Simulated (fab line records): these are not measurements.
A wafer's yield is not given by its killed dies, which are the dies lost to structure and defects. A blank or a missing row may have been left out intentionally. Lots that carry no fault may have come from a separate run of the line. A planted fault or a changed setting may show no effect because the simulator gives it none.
A single fault, viewed from 2 desks || flow sky130 || each desk holds nothing but its own numbers, with what lay behind them at the end

TOOL OWNER'S DESK, implanter-03
The tool's own readings at SKY_NWELL_IMPLANT_12: means of the sampled wafers that have a number, for each lot that ran on this tool. The brackets show how far a lot's mean lies from the usual mean; more than 4 standard deviations puts the lot out of limits, marked OUT.
Columns: A = beamEnergyKeV at SKY_NWELL_IMPLANT_12, usual 120.00; B = doseIonsCm2 at SKY_NWELL_IMPLANT_12, usual 1.3e+12; C = faradayCurrentUA at SKY_NWELL_IMPLANT_12, usual 7.34
{"lot": "L101", "first seen here": "day 4 13:01", "A": 119.95, "B": 1.3e+12, "C": 7.26}
{"lot": "L102", "first seen here": "day 5 00:12", "A": 119.99, "B": 1.3e+12, "C": 7.41}
{"lot": "L109", "first seen here": "day 6 18:11", "A": 119.99, "B": "8.2e+11 (-99 or more) OUT", "C": "4.53 (-18) OUT"}
{"lot": "L111", "first seen here": "day 7 06:20", "A": 120.08, "B": "8.2e+11 (-99 or more) OUT", "C": "4.62 (-17) OUT"}
{"lot": "L112", "first seen here": "day 7 11:59", "A": 120.00, "B": "8.2e+11 (-99 or more) OUT", "C": "4.69 (-17) OUT"}
This desk finds L109, L111, L112 out of limits, L109 being first, at day 6 18:11 (doseIonsCm2 at SKY_NWELL_IMPLANT_12). L101, L102: within limits.

THE METROLOGY DESK
Lot by lot, what the gauges showed, no matter which tool ran the lot: averages of those sampled wafers that carry a number. The brackets show how far a lot's mean lies from the usual mean; more than 4 standard deviations puts the lot out of limits, marked OUT.
Columns: A = NWELL_RS at SKY_NWELL_RS_MEAS_29, usual 624.9 ohm/sq; B = SONOS_ONO_CVD_02_THK at SKY_SONOS_ONO_THK_MEAS_03, usual 10.52 nm
{"lot": "L100", "first seen here": "day 5 04:47", "A": 623.8, "B": 10.26}
{"lot": "L101", "first seen here": "day 5 06:45", "A": 624.7, "B": 10.45}
{"lot": "L102", "first seen here": "day 5 19:25", "A": 624.0, "B": 10.19}
{"lot": "L105", "first seen here": "day 6 23:48", "A": 624.4, "B": 10.62}
{"lot": "L109", "first seen here": "day 7 14:09", "A": "637.7 (+9.8) OUT", "B": 10.39}
{"lot": "L110", "first seen here": "day 7 21:38", "A": 625.1, "B": 10.51}
{"lot": "L111", "first seen here": "day 8 03:38", "A": "640.3 (+12) OUT", "B": 10.40}
{"lot": "L112", "first seen here": "day 8 09:31", "A": "639.2 (+11) OUT", "B": 10.62}
{"lot": "L113", "first seen here": "day 8 14:34", "A": 624.7, "B": 10.56}
{"lot": "L114", "first seen here": "day 8 18:31", "A": 625.7, "B": 10.57}
{"lot": "L115", "first seen here": "day 9 00:02", "A": 624.7, "B": 10.50}
{"lot": "L116", "first seen here": "day 9 07:16", "A": 623.9, "B": 10.80}
{"lot": "L117", "first seen here": "day 9 11:54", "A": 625.6, "B": 10.33}
{"lot": "L120", "first seen here": "day 11 00:36", "A": 624.4, "B": 10.59}
{"lot": "L123", "first seen here": "day 11 05:44", "A": 624.8, "B": 10.43}
This desk finds L109, L111, L112 out of limits, with the earliest case on L109 at day 7 14:09 (NWELL_RS at SKY_NWELL_RS_MEAS_29). L100, L101, L102, L105, L110, L113, L114, L115, L116, L117, L120, L123: within limits.

PUT TOGETHER
The tool owner's desk could have raised an alarm at day 6 18:11, on L109, L111, L112.
The metrology desk could have raised an alarm at day 7 14:09, on L109, L111, L112.
SKY_NWELL_IMPLANT_12 was run on implanter-03 by each of the lots named.

WHAT THE SIMULATOR HAD INSERTED
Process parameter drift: implanter-03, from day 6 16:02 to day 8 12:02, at SKY_NWELL_IMPLANT_12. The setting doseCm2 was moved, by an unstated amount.
Shown lots that were struck: L109, L111, L112.
Fault start to first reading out of limits, in hours, per desk: tool owner, 2; metrology, 22.
